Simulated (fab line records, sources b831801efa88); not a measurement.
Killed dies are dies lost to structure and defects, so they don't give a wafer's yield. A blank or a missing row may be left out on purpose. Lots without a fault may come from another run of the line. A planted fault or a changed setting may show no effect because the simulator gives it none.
Problem report in the 8D (eight disciplines) form, filled by code | flow sky130 | the parts of the form that need people (team, actions taken, sign-off) are left out

1. THE PROBLEM
bias_w at SKY_FIELD_ISO_ETCH_15 reads a mean of 183.0 W on 6 wafers of 2 lots; wafers without a fault read 200.0 W with a standard deviation of 0.53. That is -32 standard deviations from the usual mean.
The step: etches the open film in CHF3/O2, stops on Si, target depth 180 nm, time 72 s.
First seen on wafer L914.3, day 6 13:41, on rie_diel-03. The record holds 39 wafers of 13 lots with a number at this step. Rule for "out", or "out of limits": more than 4 standard deviations from the usual mean. The other wafers with a number count as sound.

2. WHAT IT IS AND WHAT IT IS NOT
question                    | is                     | is not
which readings at this step | bias_w                 | drypump_motor_current_A, oes_product_au, throttle_valve_pct
which lots                  | L914, L915             | L895, L896, L897, L900, L901, L902, L903, L904, L906, L908, L916
which wafers of those lots  | all that have a number | -
read on which tools         | rie_diel-03            | rie_diel-01, rie_diel-02
when                        | from day 6 13:41       | up to then (30 sound wafers); but 3 sound wafers of L916 came after

3. SUSPECTS, AND WHAT RULES EACH OUT
Counting: a tool at a process step up to the reading stays a suspect if it ran every lot that is out and no sound lot after the first of them.
- rie_diel-03 at SKY_FIELD_ISO_ETCH_15 (etches the open film in CHF3/O2, stops on Si, target depth 180 nm, time 72 s): kept. It ran every lot that is out, first L914 (day 6 13:41), and no sound lot after that; its last sound lot up to then is L906 (day 4 18:27). Its own readings are out on those wafers: bias_w.
Left after counting: rie_diel-03 at SKY_FIELD_ISO_ETCH_15.

4. THE CAUSE (what the simulator had put in)
Process parameter drift: rie_diel-03, from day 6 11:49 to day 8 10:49, at SKY_FIELD_ISO_ETCH_15. Setting bias_w, moved by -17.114, from 200. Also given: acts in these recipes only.
Counting left only this tool.

5. THE CHAIN OF EFFECTS, in route order
Each row: a reading whose mean over the struck wafers that have a number lies more than 3 standard deviations from the usual. Only readings for which the record gives a usual standard deviation are gone through. hours: the time from each lot's start at the first step in this table that gives one to its start at this step, as a median over the lots. sigmas: the change in usual standard deviations.
hours | step                  | reading | usual   | on struck wafers | change | sigmas
0     | SKY_FIELD_ISO_ETCH_15 | bias_w  | 200.0 W | 183.0            | -17.0  | -32
The process steps in it:
- SKY_FIELD_ISO_ETCH_15: etches the open film in CHF3/O2, stops on Si, target depth 180 nm, time 72 s.
Later measuring or inspecting steps at which every struck wafer that the step has a row for has a number for every such reading, and none has moved that far: SKY_PWDE_TW_MEAS_10.

6. WHAT WOULD HAVE CAUGHT IT SOONER
In this record the first reading out of limits was taken at day 6 13:41, 2 hours after the fault began at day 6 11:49.
